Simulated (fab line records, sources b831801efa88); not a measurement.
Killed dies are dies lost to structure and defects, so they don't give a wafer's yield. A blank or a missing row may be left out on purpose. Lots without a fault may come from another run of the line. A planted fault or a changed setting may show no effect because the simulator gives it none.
Which tool did it? | flow sky130 | 10 lots, 30 wafers sampled, at 6 steps of a route of 708

WHAT THE GAUGES READ, wafer by wafer
SKY_SD_P_TW_MEAS_11. Usual: SD_P_TW 2825, standard deviation 20.
lot  | measured     | on            | SD_P_TW        | flag
L844 | day 25 12:27 | film_metro-01 | 2875 2849 2857 |
L845 | day 26 09:14 | film_metro-03 | 2823 2829 2830 |
L854 | day 29 05:02 | film_metro-03 | 2820 2822 2851 |
L855 | day 29 11:42 | film_metro-04 | 2794 2781 2774 |
L857 | day 30 03:13 | film_metro-01 | 2840 2853 2833 |
L860 | day 31 00:50 | film_metro-04 | 2794 2807 2814 |
L861 | day 31 20:20 | film_metro-01 | 2853 2851 2852 |
L863 | day 32 04:38 | film_metro-03 | 2800 2791 2804 |
L866 | day 32 22:46 | film_metro-01 | 2838 2843 2852 |
L867 | day 33 03:22 | film_metro-03 | 2804 2814 2809 |

SKY_METAL1_OVL_MEAS_16. Usual: METAL1_OVL -2 nm, standard deviation 4.1.
lot  | measured     | on         | METAL1_OVL (nm) | flag
L844 | day 32 20:43 | overlay-02 | -1 -5 -4        |
L845 | day 33 16:04 | overlay-02 | 0 3 -6          |
L854 | day 36 06:49 | overlay-02 | 1 -6 -10        |
L855 | day 36 10:48 | overlay-02 | -3 1 -3         |
L857 | day 37 04:50 | overlay-02 | 4 -3 -4         |
L860 | day 37 23:28 | overlay-02 | 0 -2 5          |
L861 | day 38 17:12 | overlay-02 | 1 8 -1          |
L863 | day 39 00:37 | overlay-01 | -3 -4 -14       |
L866 | day 39 17:20 | overlay-01 | -9 -8 2         |
L867 | day 39 22:20 | overlay-02 | 4 2 -3          |

SKY_CAPM_RS_MEAS_03: measures by four-point-probe. Usual: CAPM_TIN_RS 6.91 ohm/sq, standard deviation 0.059.
lot  | measured     | on            | CAPM_TIN_RS (ohm/sq) | flag
L844 | day 36 11:04 | film_metro-02 | 6.88 6.90 6.91       |
L845 | day 37 07:34 | film_metro-04 | 7.02 7.03 7.01       |
L854 | day 39 18:23 | film_metro-03 | 6.90 7.41 6.86       |
L855 | day 39 21:44 | film_metro-03 | 6.78 7.45 6.89       |
L857 | day 40 16:12 | film_metro-02 | 6.87 6.95 6.87       |
L860 | day 41 08:40 | film_metro-03 | 7.00 6.92 6.89       |
L861 | day 42 01:02 | film_metro-02 | 6.86 6.75 6.94       |
L863 | day 42 09:08 | film_metro-03 | 6.88 6.86 6.90       |
L866 | day 43 00:08 | film_metro-03 | 6.83 6.85 6.86       |
L867 | day 43 04:51 | film_metro-03 | 6.95 6.96 6.87       |

SKY_CAPM_THK_MEAS_04: measures by xrf. Usual: CAPM_TIN_THK 198.8 nm, standard deviation 1.8.
lot  | measured     | on            | CAPM_TIN_THK (nm) | flag
L844 | day 36 11:09 | film_metro-02 | 199.1 200.7 199.3 |
L845 | day 37 07:40 | film_metro-04 | 196.3 196.3 197.0 |
L854 | day 39 18:31 | film_metro-03 | 198.8 184.0 198.1 |
L855 | day 39 21:50 | film_metro-03 | 201.3 183.5 197.8 |
L857 | day 40 16:19 | film_metro-02 | 200.4 198.5 200.1 |
L860 | day 41 08:46 | film_metro-03 | 196.8 198.8 199.6 |
L861 | day 42 01:10 | film_metro-02 | 200.8 203.0 196.9 |
L863 | day 42 09:16 | film_metro-03 | 199.4 199.4 198.5 |
L866 | day 43 00:15 | film_metro-03 | 201.1 200.1 199.7 |
L867 | day 43 04:58 | film_metro-03 | 197.6 197.1 198.6 |

WHICH TOOL RAN EACH LOT (tool, then ch and the chambers of the sampled wafers, then the start)
lot  | SKY_POLY_CUT_STRIP_12                | SKY_CAPM_SPUTTER_02
L844 | plasma_asher-03 ch 0,1, day 24 06:05 | pvd_sputter-01, day 36 10:53
L845 | plasma_asher-01 ch 0,1, day 25 04:07 | pvd_sputter-03, day 37 07:26
L854 | plasma_asher-02 ch 0,1, day 28 00:35 | pvd_sputter-01, day 39 18:17
L855 | plasma_asher-01 ch 0,1, day 28 07:05 | pvd_sputter-01, day 39 21:36
L857 | plasma_asher-03 ch 0,1, day 28 22:03 | pvd_sputter-02, day 40 16:04
L860 | plasma_asher-01 ch 0, day 29 20:07   | pvd_sputter-02, day 41 08:32
L861 | plasma_asher-01 ch 0,1, day 30 16:22 | pvd_sputter-02, day 42 00:56
L863 | plasma_asher-03 ch 1, day 31 00:13   | pvd_sputter-02, day 42 09:02
L866 | plasma_asher-02 ch 0,1, day 31 19:43 | pvd_sputter-02, day 43 00:01
L867 | plasma_asher-03 ch 0,1, day 31 23:58 | pvd_sputter-01, day 43 04:44
- SKY_POLY_CUT_STRIP_12: strips in O2/N2.
- SKY_CAPM_SPUTTER_02: material TiN, target thk 200 nm, time 166.7 s.

WHAT THE TOOLS THEMSELVES READ (means of the sampled wafers that have a number; where no wafer has one, the mark that the record gives instead)
SKY_POLY_CUT_STRIP_12. Usual: drypump_motor_current_A 5.5 A, standard deviation 0.34; o2_flow_sccm 2999 sccm, standard deviation 9; oes_product_au 0.452 a.u., standard deviation 0.0047; strip_time_to_endpoint_s 5.359 s, standard deviation 0.019.
lot  | tool            | drypump_motor_current_A (A) | o2_flow_sccm (sccm) | oes_product_au (a.u.) | strip_time_to_endpoint_s (s) | flag
L844 | plasma_asher-03 | 5.6                         | 2998                | 0.454                 | 5.354                        |
L845 | plasma_asher-01 | 5.6                         | 3011                | 0.451                 | 5.386                        |
L854 | plasma_asher-02 | 5.5                         | 3006                | 0.456                 | 5.373                        |
L855 | plasma_asher-01 | 5.5                         | 2999                | 0.456                 | 5.362                        |
L857 | plasma_asher-03 | 5.6                         | 2983                | 0.451                 | 5.378                        |
L860 | plasma_asher-01 | 5.6                         | 2989                | 0.448                 | 5.376                        |
L861 | plasma_asher-01 | 5.6                         | 3008                | 0.452                 | 5.339                        |
L863 | plasma_asher-03 | 5.6                         | 3000                | 0.452                 | 5.377                        |
L866 | plasma_asher-02 | 5.1                         | 2996                | 0.449                 | 5.361                        |
L867 | plasma_asher-03 | 5.5                         | 3001                | 0.454                 | 5.330                        |

SKY_CAPM_SPUTTER_02. Usual: throttle_valve_pct 30.6 %, standard deviation 1.1.
lot  | tool           | throttle_valve_pct (%) | flag
L844 | pvd_sputter-01 | 31.5                   |
L845 | pvd_sputter-03 | 30.7                   |
L854 | pvd_sputter-01 | 30.9                   |
L855 | pvd_sputter-01 | 29.9                   |
L857 | pvd_sputter-02 | 31.1                   |
L860 | pvd_sputter-02 | 29.1                   |
L861 | pvd_sputter-02 | 29.7                   |
L863 | pvd_sputter-02 | 29.8                   |
L866 | pvd_sputter-02 | 30.0                   |
L867 | pvd_sputter-01 | 30.8                   |

THE ANSWER, worked out from the rows above alone
Rule: a lot is off if the mean of its wafers that have a number lies more than 3 standard deviations from the usual mean. A lot without any number at a reading at which 4 lots or more have one is off too. The other lots that the step has rows for count as sound. The gauges are gone through in route order, then the tools' own readings, and for those a lot's mean is taken as printed above. The first step at which some lot is off is used, and at that step the reading that is off furthest; a lot without a number counts as furthest.
No lot is off at any reading shown: from this, nothing can be told.

WHAT THE SIMULATOR HAD PUT IN
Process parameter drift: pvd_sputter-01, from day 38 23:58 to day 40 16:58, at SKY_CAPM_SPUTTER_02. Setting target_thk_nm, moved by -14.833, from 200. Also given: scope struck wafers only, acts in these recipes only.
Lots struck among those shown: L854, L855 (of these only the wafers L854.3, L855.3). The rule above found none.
